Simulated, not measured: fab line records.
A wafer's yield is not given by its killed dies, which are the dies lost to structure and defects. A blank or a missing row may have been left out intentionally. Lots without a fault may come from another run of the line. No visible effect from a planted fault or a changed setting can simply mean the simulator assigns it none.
Which tool was responsible?    flow sky130    13 lots, 39 wafers sampled, at 4 steps of a route of 708

== WHAT THE GAUGES SHOWED, per wafer ==
SKY_LOCAL_INTERCONNECT_CD_MEAS_11: target cd 170 nm. Usual: cdNm reads 169.6 nm (standard deviation 1.4).
lot   measured      on        cdNm (nm)          flag
L924  day 30 05:01  cdSem-02  169.6 168.8 170.9  
L926  day 30 21:30  cdSem-02  169.8 169.1 170.1  
L927  day 31 01:37  cdSem-02  169.6 170.9 169.8  
L929  day 31 22:01  cdSem-02  170.0 169.8 170.6  
L931  day 33 05:50  cdSem-01  171.1 170.7 170.2  
L932  day 33 06:29  cdSem-01  169.7 170.9 171.1  
L933  day 33 15:41  cdSem-01  169.1 169.8 169.8  
L934  day 33 19:45  cdSem-02  170.4 170.3 168.6  
L936  day 34 23:41  cdSem-01  166.9 169.3 169.4  
L935  day 35 01:19  cdSem-01  168.1 168.9 168.0  
L938  day 35 14:09  cdSem-02  170.7 168.3 170.8  
L940  day 35 21:20  cdSem-02  172.4 172.9 172.6  
L946  day 37 09:13  cdSem-02  169.9 169.3 170.6  

SKY_METAL1_OVL_MEAS_16. Usual: METAL1_OVL gives -1 nm (standard deviation 5.4).
lot   measured      on          METAL1_OVL (nm)  flag
L924  day 32 17:41  overlay-02  -3 -3 -3         
L926  day 33 08:56  overlay-02  -10 1 -2         
L927  day 33 13:41  overlay-02  -5 -8 -1         
L929  day 34 09:54  overlay-02  -1 -5 -10        
L931  day 35 14:38  overlay-01  -8 0 -5          
L932  day 35 15:02  overlay-01  -2 -9 1          
L933  day 35 23:26  overlay-01  1 1 -5           
L934  day 36 03:32  overlay-01  -5 -4 -5         
L936  day 37 07:59  overlay-01  -8 2 -3          
L935  day 37 08:41  overlay-01  -2 -5 -1         
L938  day 37 21:39  overlay-02  1 -5 -1          
L940  day 38 05:14  overlay-02  3 5 7            
L946  day 39 14:32  overlay-01  5 2 -1           

== WHICH TOOL RAN EACH LOT (tool, then ch and the chambers of the sampled wafers, then the start) ==
lot   SKY_POLY_GATE_ETCH_16              SKY_METAL1_SPUTTER_02
L924  rieDiel-01 ch 0,1, day 16 03:51    pvdSputter-02, day 31 14:01
L926  rieDiel-03 ch 1,2,3, day 16 18:16  pvdSputter-04, day 32 04:14
L927  rieDiel-01 ch 0,1,2, day 17 02:10  pvdSputter-02, day 32 08:35
L929  rieDiel-01 ch 0,2, day 17 19:34    pvdSputter-04, day 33 05:43
L931  rieDiel-03 ch 1,2, day 19 05:01    pvdSputter-03, day 34 12:14
L932  rieDiel-04 ch 0,1,2, day 19 05:22  pvdSputter-03, day 34 12:58
L933  rieDiel-04 ch 1,3, day 19 16:27    pvdSputter-04, day 34 21:08
L934  rieDiel-01 ch 0,1,3, day 19 19:55  pvdSputter-04, day 35 01:04
L936  rieDiel-01 ch 0,1,3, day 21 08:25  pvdSputter-02, day 36 05:02
L935  rieDiel-01 ch 1,3, day 21 09:36    pvdSputter-03, day 36 06:11
L938  rieDiel-03 ch 1,2, day 21 23:27    pvdSputter-03, day 36 19:23
L940  rieDiel-01 ch 0,1, day 22 08:34    pvdSputter-02, day 37 02:57
L946  rieDiel-04 ch 1,2, day 24 04:09    pvdSputter-03, day 38 13:56
- SKY_POLY_GATE_ETCH_16: etches Si3N4 in CH3F/O2, stops on poly-Si, time 147.5 s, target depth 75 nm.
- SKY_METAL1_SPUTTER_02: material AlCu, target thk 250 nm, time 13.3 s.

== WHAT THE TOOLS THEMSELVES READ (means of the sampled wafers that have a number; where no wafer has one, the mark that the record gives instead) ==
SKY_POLY_GATE_ETCH_16. Usual: O2_flow_sccm 30.01 sccm, standard deviation 0.091; drypumpMotorCurrentA 5.7 A, standard deviation 0.47; oesProductAu 0.642 a.u., standard deviation 0.0051; rfFwdPowerW 398.4 W, standard deviation 1.4; throttleValvePct 10.535 %, standard deviation 0.009.
lot   tool        O2_flow_sccm (sccm)  drypumpMotorCurrentA (A)  oesProductAu (a.u.)  rfFwdPowerW (W)  throttleValvePct (%)  flag
L924  rieDiel-01  29.87                5.7                       0.644                399.5            10.546                
L926  rieDiel-03  29.97                5.9                       0.647                398.4            10.529                
L927  rieDiel-01  30.07                5.7                       0.647                399.5            10.541                
L929  rieDiel-01  30.03                5.7                       0.638                399.0            10.542                
L931  rieDiel-03  30.06                6.0                       0.646                398.4            10.535                
L932  rieDiel-04  30.04                6.1                       0.639                398.7            10.527                
L933  rieDiel-04  29.96                5.8                       0.642                397.9            10.534                
L934  rieDiel-01  29.99                5.6                       0.638                399.2            10.531                
L936  rieDiel-01  29.97                5.6                       0.638                398.9            10.540                
L935  rieDiel-01  30.05                5.3                       0.635                400.1            10.542                
L938  rieDiel-03  29.93                6.0                       0.642                399.5            10.532                
L940  rieDiel-01  30.09                6.0                       0.636                357.1            10.528                OFF
L946  rieDiel-04  30.11                5.9                       0.639                398.5            10.543                

SKY_METAL1_SPUTTER_02. Usual: throttleValvePct reads 30.1 % (standard deviation 1.4).
lot   tool           throttleValvePct (%)  flag
L924  pvdSputter-02  29.6                  
L926  pvdSputter-04  30.9                  
L927  pvdSputter-02  29.5                  
L929  pvdSputter-04  30.8                  
L931  pvdSputter-03  29.3                  
L932  pvdSputter-03  30.6                  
L933  pvdSputter-04  30.7                  
L934  pvdSputter-04  30.7                  
L936  pvdSputter-02  29.9                  
L935  pvdSputter-03  29.0                  
L938  pvdSputter-03  29.5                  
L940  pvdSputter-02  29.8                  
L946  pvdSputter-03  28.3                  

== THE ANSWER, worked out from the rows above alone ==
Rule: a lot is off if the mean of its wafers that have a number lies more than 3 standard deviations from the usual mean. A lot without any number at a reading at which 4 lots or more have one is off too. Any other lot the step has rows for is counted as sound. Order of review: gauges by route order, followed by the tools' own readings, for which a lot's mean as printed above is used. The first step at which some lot is off is used, and at that step the reading that is off furthest; a lot without a number counts as furthest.
Off: L940 (SKY_POLY_GATE_ETCH_16, rfFwdPowerW).
If a tool, at that step or one of the process steps before it, ran each lot that is off and ran no sound lot following the first of them, it fits. One fits: rieDiel-01 at SKY_POLY_GATE_ETCH_16. Its last sound lot is L935 (day 21 09:36), its first lot that is off L940 (day 22 08:34): a fault that began between those two fits.
The tool's own readings at SKY_POLY_GATE_ETCH_16 bear it out: on the lots that are off they differ by more than 5 times the standard deviation of the sound lots' means. rfFwdPowerW reads 357.1 W there against 399.0 W on the sound lots.

== WHAT THE SIMULATOR HAD PUT IN ==
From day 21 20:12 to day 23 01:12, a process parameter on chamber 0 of rieDiel-01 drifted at SKY_POLY_GATE_ETCH_16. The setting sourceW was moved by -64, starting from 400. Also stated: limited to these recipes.
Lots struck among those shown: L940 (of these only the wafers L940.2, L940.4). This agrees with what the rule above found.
